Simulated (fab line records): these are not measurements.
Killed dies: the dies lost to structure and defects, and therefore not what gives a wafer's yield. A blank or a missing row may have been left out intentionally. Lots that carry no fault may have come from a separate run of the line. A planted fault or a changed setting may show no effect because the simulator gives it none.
Problem report, 8D (eight disciplines) form, completed by code | flow gf180mcu | the parts of the form that need people (team, actions taken, sign-off) are left out

== 1. THE PROBLEM ==
Wafers without a fault read 1500.0 mTorr, standard deviation 1.4; chamberPressureMTorr at GF_VT_IMPLANT_STRIP_31 reads a mean of 1200.0 mTorr on 6 wafers belonging to 2 lots. That is -99 or more standard deviations from the usual mean.
The step: strips in O2/N2.
First observed at day 10 20:14: wafer L947.1, on plasmaAsher-02. The record holds 18 wafers of 6 lots with a number at this step. Rule for "out", or "out of limits": more than 4 standard deviations from the usual mean. The rest of the wafers with a number are treated as sound.

== 2. WHAT IT IS AND WHAT IT IS NOT ==
question                    | is                                                       | is not
which readings at this step | chamberPressureMTorr, oesProductAu, stripTimeToEndpointS | drypumpMotorCurrentA, heaterPowerW
which lots                  | L947, L948                                               | L936, L937, L940, L943
which wafers of those lots  | all that have a number                                   | -
read on which tools         | plasmaAsher-02                                           | plasmaAsher-03
when                        | from day 10 20:14                                        | up to then (12 sound wafers)

== 3. SUSPECTS, AND WHAT RULES EACH OUT ==
Counting: any tool at a process step up to the reading is kept as a suspect provided that every lot that is out went through it and no sound lot did after the first of them.
- plasmaAsher-03 at GF_VT_IMPLANT_STRIP_20 (strips in O2/N2): kept. Every lot that is out went through it, starting with L947 (day 10 02:31), and after that it ran no sound lot; the last sound lot it ran before then is L936 (day 7 06:25).
- plasmaAsher-02 at GF_VT_IMPLANT_STRIP_31 (strips in O2/N2): kept. Every lot that is out went through it, starting with L947 (day 10 20:14), and after that it ran no sound lot; the last sound lot it ran before then is L940 (day 9 07:33). Its own chamberPressureMTorr, oesProductAu, stripTimeToEndpointS readings are out on those wafers.
What counting leaves: plasmaAsher-03 at GF_VT_IMPLANT_STRIP_20 and plasmaAsher-02 at GF_VT_IMPLANT_STRIP_31.

== 4. THE CAUSE (what the simulator had put in) ==
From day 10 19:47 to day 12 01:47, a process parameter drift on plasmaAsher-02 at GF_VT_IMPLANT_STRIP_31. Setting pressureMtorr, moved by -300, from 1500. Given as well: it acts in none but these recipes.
Counting left 2 suspects, and this tool is among them.

== 5. THE EFFECT CHAIN, in route order ==
Each row: a reading whose mean over the struck wafers that have a number lies more than 3 standard deviations from the usual. Only readings for which the record gives a usual standard deviation are gone through. hours: the time from each lot's start at the first step in this table that gives one to its start at this step, as a median over the lots. sigmas: the change in usual standard deviations.
hours | step                   | reading              | usual        | on struck wafers | change | sigmas
0     | GF_VT_IMPLANT_STRIP_31 | chamberPressureMTorr | 1500.0 mTorr | 1200.0           | -300.0 | -99 or more
0     | GF_VT_IMPLANT_STRIP_31 | oesProductAu         | 0.716 a.u.   | 0.677            | -0.039 | -8.6
0     | GF_VT_IMPLANT_STRIP_31 | stripTimeToEndpointS | 12.62 s      | 13.56            | +0.94  | +29
Here are the process steps it includes:
- GF_VT_IMPLANT_STRIP_31: strips in O2/N2.
Later steps that measure or inspect, where all struck wafers having a row at the step show a number for every such reading and not one has moved that far: GF_VT_IMPLANT_TW_MEAS_32, GF_VT_IMPLANT_OVL_MEAS_40, GF_VT_IMPLANT_TW_MEAS_43, GF_VT_IMPLANT_RS_MEAS_46, GF_VT_IMPLANT_RS_MEAS_47, GF_VT_IMPLANT_RS_MEAS_48, GF_VT_IMPLANT_RS_MEAS_49, GF_DUAL_GATE_THK_MEAS_03.

== 6. WHAT WOULD HAVE CAUGHT IT SOONER ==
First out-of-limits reading in this record: day 10 20:14, which is 0 hours after fault onset at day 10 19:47.
